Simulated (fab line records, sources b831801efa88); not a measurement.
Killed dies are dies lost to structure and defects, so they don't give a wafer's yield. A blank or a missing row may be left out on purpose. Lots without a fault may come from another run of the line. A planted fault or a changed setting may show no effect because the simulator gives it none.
Which tool did it? | flow gf180mcu | 13 lots, 39 wafers sampled, at 2 steps of a route of 602

WHAT THE GAUGES READ, wafer by wafer
GF_M5_CD_MEAS_07: target cd 280 nm.
lot  | measured     | on        | cd_nm (nm)
L963 | day 26 07:04 | cd_sem-02 | 280.1 279.7 279.6
L964 | day 26 15:49 | cd_sem-01 | 279.5 278.6 278.3
L965 | day 27 00:54 | cd_sem-01 | 278.9 277.1 279.0
L969 | day 28 08:25 | cd_sem-02 | 280.4 280.4 280.3
L975 | day 30 06:05 | cd_sem-02 | 280.0 280.9 280.3
L977 | day 30 18:22 | cd_sem-01 | 282.0 281.6 281.1
L978 | day 30 21:37 | cd_sem-01 | 278.0 278.2 278.3
L979 | day 31 03:52 | cd_sem-01 | 279.0 278.5 278.5
L980 | day 31 11:57 | cd_sem-02 | 279.4 278.1 278.2
L981 | day 31 19:48 | cd_sem-01 | 280.1 280.8 280.3
L984 | day 32 16:40 | cd_sem-01 | 279.3 279.6 280.3
L985 | day 32 17:01 | cd_sem-01 | 276.3 276.2 277.6
L986 | day 32 22:01 | cd_sem-01 | 279.8 280.0 279.8

GF_V5_BOW_MEAS_05.
lot  | measured     | on            | V5_BOW (um)
L963 | day 26 08:29 | film_metro-04 | 121 141 142
L964 | day 26 17:14 | film_metro-03 | 122 124 134
L965 | day 27 02:31 | film_metro-02 | 157 150 142
L969 | day 28 10:10 | film_metro-02 | 136 144 134
L975 | day 30 07:30 | film_metro-04 | 150 135 134
L977 | day 30 19:50 | film_metro-02 | 139 154 145
L978 | day 30 23:08 | film_metro-04 | 138 150 139
L979 | day 31 05:20 | film_metro-04 | 152 145 136
L980 | day 31 13:25 | film_metro-04 | 157 139 138
L981 | day 31 21:17 | film_metro-02 | 122 124 125
L984 | day 32 18:19 | film_metro-02 | 146 135 132
L985 | day 32 18:26 | film_metro-04 | 141 136 136
L986 | day 32 23:35 | film_metro-02 | 153 143 135

WHICH TOOL RAN EACH LOT (tool, then ch and the chambers of the sampled wafers, then the start)
The record holds no process step before these readings.

WHAT THE TOOLS THEMSELVES READ (means of the sampled wafers that have a number; where no wafer has one, the mark that the record gives instead)
The record holds no such reading with a usual standard deviation.

THE ANSWER, worked out from the rows above alone
Rule: what is usual is taken from the lots themselves. Put in order of their means at a reading, lots are off if they are a third of the lots or fewer, leave a main group of 4 or more, and stand apart from it by a gap of 3 or more times the standard deviation of the main group's means; of several such gaps the widest counts. A main group whose means are all the same, to the digits that the tables above print for the reading, isn't used. A lot without any number at a reading at which 4 lots or more have one is off too. The other lots that the step has rows for count as sound. The gauges are gone through in route order, then the tools' own readings, and for those a lot's mean is taken as printed above. The first step at which some lot is off is used, and at that step the reading that is off furthest; a lot without a number counts as furthest.
No lot is off at any reading shown: from this, nothing can be told.

WHAT THE SIMULATOR HAD PUT IN
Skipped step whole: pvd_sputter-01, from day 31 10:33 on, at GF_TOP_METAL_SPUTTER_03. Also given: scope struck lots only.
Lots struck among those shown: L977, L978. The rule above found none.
